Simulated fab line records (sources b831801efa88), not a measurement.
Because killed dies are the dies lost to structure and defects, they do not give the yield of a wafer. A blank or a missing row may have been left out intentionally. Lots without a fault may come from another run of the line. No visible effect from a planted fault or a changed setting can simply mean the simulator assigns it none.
A lot that was struck, set against a sound lot ; flow gf180mcu ; 14 out of 602 route steps
Sound: wafers L717.1, L717.4, L717.5. Wafers L724.1, L724.3, L724.5 were the ones struck. The cause is named last.
Each step with rows lists, per side, the tool, then ch with its chambers, then its first start. Under that, the readings that differ: sound wafers ; struck wafers ; difference of the means ; sigmas: that difference in standard deviations of wafers without a fault.
alike: readings whose means differ by less than 2 such deviations, and words and numbers that are the same on both sides. not compared: withheld readings, readings that some wafer has no value for, bounds like >300 that may hide the same value, and numbers for which the record gives no deviation and whose values overlap.
A row with sigmas, a row that says differs or no value, or rows on one side alone: a step with any of these is where the two part. When numbers do not overlap yet have no deviation, they are printed without sigmas and do not part them. A reading that every wafer of one side lacks parts them only if that side has two wafers or more.

GF_M2_SPUTTER_00: material Ti, target thk 37.5 nm, time 150 s.
  sound on pvd_sputter-01 at day 23 01:12; struck on pvd_sputter-01 at day 25 10:14
  alike: throttle_valve_pct
GF_M2_SPUTTER_01: material TiN, target thk 30 nm, time 25 s.
  sound on pvd_sputter-01 at day 23 01:18; struck on pvd_sputter-01 at day 25 10:20
  alike: throttle_valve_pct
GF_M2_SPUTTER_02: material AlCu, target thk 450 nm, time 23.9 s.
  sound on pvd_sputter-01 at day 23 01:20; struck on pvd_sputter-01 at day 25 10:22
  alike: throttle_valve_pct
GF_M2_SPUTTER_03: material Ti, target thk 10 nm, time 6.7 s.
  sound on pvd_sputter-01 at day 23 01:22; struck on pvd_sputter-01 at day 25 10:24
  alike: throttle_valve_pct
GF_M2_SPUTTER_04: material TiN, target thk 50 nm, time 41.7 s.
  sound on pvd_sputter-01 at day 23 01:23; struck on pvd_sputter-01 at day 25 10:25
  alike: throttle_valve_pct
GF_M2_RS_MEAS_05: measures by four-point-probe.
  sound on film_metro-03 at day 23 01:25; struck on film_metro-02 at day 25 10:28
  alike: M2_ALCU_RS
GF_M2_THK_MEAS_06: measures by xrf.
  sound on film_metro-03 at day 23 01:32; struck on film_metro-02 at day 25 10:35
  alike: M2_ALCU_THK
then, 5 steps without rows for these wafers: GF_M2_DEHYDRATE_07 (time 60 s); GF_M2_HMDS_08 (prime time 60 s); GF_M2_COAT_09 (resist thk 1000 nm); GF_M2_SOFTBAKE_10 (time 60 s); GF_M2_EXPOSE_11 (exposes mask Metal2, target cd 280 nm).
GF_M2_PEB_12: peb time 90 s.
  sound on litho_track-02 ch 0, day 23 23:30; struck on litho_track-01, day 26 06:38
  no value came back on the struck wafers for chill_plate_temp_C (C), exhaust_pa (Pa), plate_temp_C (C); on the sound wafers chill_plate_temp_C (C) reads 22.86 23.00 22.96
then, 1 step without rows for these wafers: GF_M2_DEVELOP_13 (develop time 60 s).

WHERE THEY PART
At GF_M2_PEB_12 and nowhere else, as far as this record goes.

WHY: what had been put in by the simulator
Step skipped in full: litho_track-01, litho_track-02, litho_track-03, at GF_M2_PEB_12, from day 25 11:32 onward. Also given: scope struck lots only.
